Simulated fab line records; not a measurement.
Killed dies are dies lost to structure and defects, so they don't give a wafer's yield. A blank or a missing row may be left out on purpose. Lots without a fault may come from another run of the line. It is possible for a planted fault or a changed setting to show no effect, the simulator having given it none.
Which of the tools did it?    flow gf180mcu    12 lots with 36 wafers sampled at 5 steps, on a route of 602 steps

## WHAT THE GAUGES READ, wafer by wafer
GF_MVSD_TW_MEAS_11. Usual: MVSD_TW 1574, standard deviation 9.1.
lot   measured     on             MVSD_TW         flag
L608  day 4 17:13  film_metro-04  1587 1577 1595  
L613  day 5 16:52  film_metro-04  1584 1583 1580  
L614  day 5 23:24  film_metro-01  1569 1562 1563  
L615  day 6 02:50  film_metro-04  1581 1569 1567  
L618  day 6 23:29  film_metro-03  1584 1583 1594  
L619  day 7 00:41  film_metro-01  1562 1564 1569  
L620  day 7 08:50  film_metro-01  1561 1565 1559  
L625  day 8 14:26  film_metro-03  1660 1669 1674  OFF
L627  day 9 02:02  film_metro-04  1678 1674 1670  OFF
L628  day 9 04:29  film_metro-01  1571 1563 1574  
L629  day 9 16:28  film_metro-01  1569 1562 1567  
L630  day 9 21:01  film_metro-03  1573 1585 1581  

GF_VT_IMPLANT_RS_MEAS_46: measurement is done with a four-point probe. Usual: MVSD_RS 456.4 ohm/sq, standard deviation 1.1.
lot   measured      on             MVSD_RS (ohm/sq)   flag
L608  day 7 20:46   film_metro-04  454.4 455.6 455.5  
L613  day 9 01:30   film_metro-04  454.8 454.7 455.7  
L614  day 9 06:50   film_metro-01  455.9 456.2 456.2  
L615  day 9 10:20   film_metro-04  456.7 455.2 455.2  
L618  day 10 12:19  film_metro-04  455.8 457.2 456.1  
L619  day 10 14:10  film_metro-01  457.1 458.0 456.6  
L620  day 10 22:44  film_metro-01  459.0 458.0 458.7  
L625  day 12 08:19  film_metro-04  412.1 412.1 412.2  OFF
L627  day 12 22:55  film_metro-04  410.8 411.8 413.2  OFF
L628  day 13 02:05  film_metro-04  456.6 457.3 456.9  
L629  day 13 14:06  film_metro-04  457.0 456.8 456.0  
L630  day 13 20:08  film_metro-01  458.3 457.7 455.6  

GF_CONTACT_BOW_MEAS_05. Usual: CONTACT_BOW 66 um, standard deviation 6.9.
lot   measured      on             CONTACT_BOW (um)  flag
L608  day 15 13:45  film_metro-03  59 70 62          
L613  day 17 01:51  film_metro-03  65 77 81          
L614  day 17 07:23  film_metro-03  61 81 72          
L615  day 17 11:47  film_metro-03  65 59 68          
L618  day 18 23:48  film_metro-04  59 63 56          
L619  day 19 06:07  film_metro-03  74 61 75          
L620  day 19 13:01  film_metro-01  64 60 61          
L625  day 21 13:57  film_metro-03  61 56 75          
L627  day 22 00:46  film_metro-03  58 78 69          
L628  day 22 06:34  film_metro-03  60 64 72          
L629  day 22 23:57  film_metro-03  66 61 64          
L630  day 23 01:37  film_metro-04  70 69 67          

## EACH LOT AND THE TOOL THAT RAN IT (in order: tool; ch and the chambers of the sampled wafers; start)
lot   GF_MVSD_IMPLANT_08              GF_SALICIDE_SPUTTER_02
L608  implanter-02 ch 0, day 4 16:50  pvd_sputter-02, day 15 12:35
L613  implanter-03 ch 0, day 5 16:30  pvd_sputter-04, day 17 00:46
L614  implanter-03 ch 0, day 5 23:00  pvd_sputter-04, day 17 06:20
L615  implanter-04 ch 0, day 6 02:28  pvd_sputter-02, day 17 10:42
L618  implanter-02 ch 0, day 6 23:05  pvd_sputter-01, day 18 22:44
L619  implanter-04 ch 0, day 7 00:17  pvd_sputter-04, day 19 05:03
L620  implanter-03 ch 0, day 7 08:26  pvd_sputter-02, day 19 11:57
L625  implanter-03 ch 0, day 8 14:02  pvd_sputter-02, day 21 12:53
L627  implanter-03 ch 0, day 9 01:38  pvd_sputter-04, day 21 23:43
L628  implanter-02 ch 0, day 9 04:05  pvd_sputter-02, day 22 05:30
L629  implanter-04 ch 0, day 9 16:06  pvd_sputter-01, day 22 22:50
L630  implanter-04 ch 0, day 9 20:37  pvd_sputter-02, day 23 00:14
- GF_MVSD_IMPLANT_08
- GF_SALICIDE_SPUTTER_02: material Co, target thk 10 nm, time 20 s.

## WHAT THE TOOLS THEMSELVES READ (means of the sampled wafers that have a number; where no wafer has one, the mark that the record gives instead)
GF_MVSD_IMPLANT_08. Usual: beam_on_s 10.02 s, standard deviation 0.19; end_station_pressure_torr 5.05e-06 Torr, standard deviation 2.9e-07; faraday_current_uA 90.1, standard deviation 1.7.
lot   tool          beam_on_s (s)  end_station_pressure_torr (Torr)  faraday_current_uA  flag
L608  implanter-02  10.01          5.09e-06                          90.0                
L613  implanter-03  9.98           4.92e-06                          90.5                
L614  implanter-03  10.08          5.06e-06                          89.8                
L615  implanter-04  9.81           4.72e-06                          91.9                
L618  implanter-02  10.02          5.28e-06                          89.9                
L619  implanter-04  10.15          5.19e-06                          88.8                
L620  implanter-03  10.07          5.38e-06                          89.4                
L625  implanter-03  12.17          9.84e-05                          75.0                OFF
L627  implanter-03  12.13          1.00e-04                          75.1                OFF
L628  implanter-02  10.02          5.12e-06                          89.9                
L629  implanter-04  10.02          4.96e-06                          89.7                
L630  implanter-04  10.10          5.19e-06                          89.2                

GF_SALICIDE_SPUTTER_02. Usual: throttle_valve_pct reads 30.5 % (standard deviation 1.3).
lot   tool            throttle_valve_pct (%)  flag
L608  pvd_sputter-02  29.2                    
L613  pvd_sputter-04  31.0                    
L614  pvd_sputter-04  31.3                    
L615  pvd_sputter-02  29.7                    
L618  pvd_sputter-01  31.2                    
L619  pvd_sputter-04  31.2                    
L620  pvd_sputter-02  29.6                    
L625  pvd_sputter-02  29.1                    
L627  pvd_sputter-04  30.6                    
L628  pvd_sputter-02  29.8                    
L629  pvd_sputter-01  30.5                    
L630  pvd_sputter-02  29.6                    

## THE ANSWER, worked out from the rows above alone
Rule: lot off if the mean of its wafers having a number is beyond 3 standard deviations from the usual mean. Also off: a lot with no number at a reading for which 4 or more lots have one. Any other lot the step has rows for is counted as sound. The gauges are gone through in route order, then the tools' own readings, and for those a lot's mean is taken as printed above. At the first step where some lot is off, the reading lying furthest off is the one used; lots without a number count as furthest.
Off: L625, L627, seen at GF_MVSD_TW_MEAS_11 (MVSD_TW).
If a tool, at a process step before that reading, ran all the lots that are off and no sound lot after the first of them, it fits. Not tried: the gauges at GF_MVSD_TW_MEAS_11; whatever is off there is also off at GF_MVSD_IMPLANT_08, on other tools, and gauge error can't account for it. One fits: implanter-03 at GF_MVSD_IMPLANT_08. Its last sound lot is L620 (day 7 08:26), its first lot that is off L625 (day 8 14:02): a fault that began between those two fits.
The tool's own readings at GF_MVSD_IMPLANT_08 bear it out: on the lots that are off they differ by more than 5 times the standard deviation of the sound lots' means. beam_on_s reads 12.15 s there against 10.03 s on the sound lots; end_station_pressure_torr reads 9.92e-05 Torr there against 5.09e-06 Torr on the sound lots; faraday_current_uA reads 75.0 there against 89.9 on the sound lots.

## WHAT THE SIMULATOR HAD PUT IN
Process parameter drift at GF_MVSD_IMPLANT_08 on implanter-03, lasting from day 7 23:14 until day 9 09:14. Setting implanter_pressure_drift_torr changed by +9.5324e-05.
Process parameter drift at GF_MVSD_IMPLANT_08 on implanter-03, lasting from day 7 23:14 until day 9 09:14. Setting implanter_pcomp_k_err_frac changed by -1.
Lots struck among those shown: L625, L627. The rule given above showed the same thing.
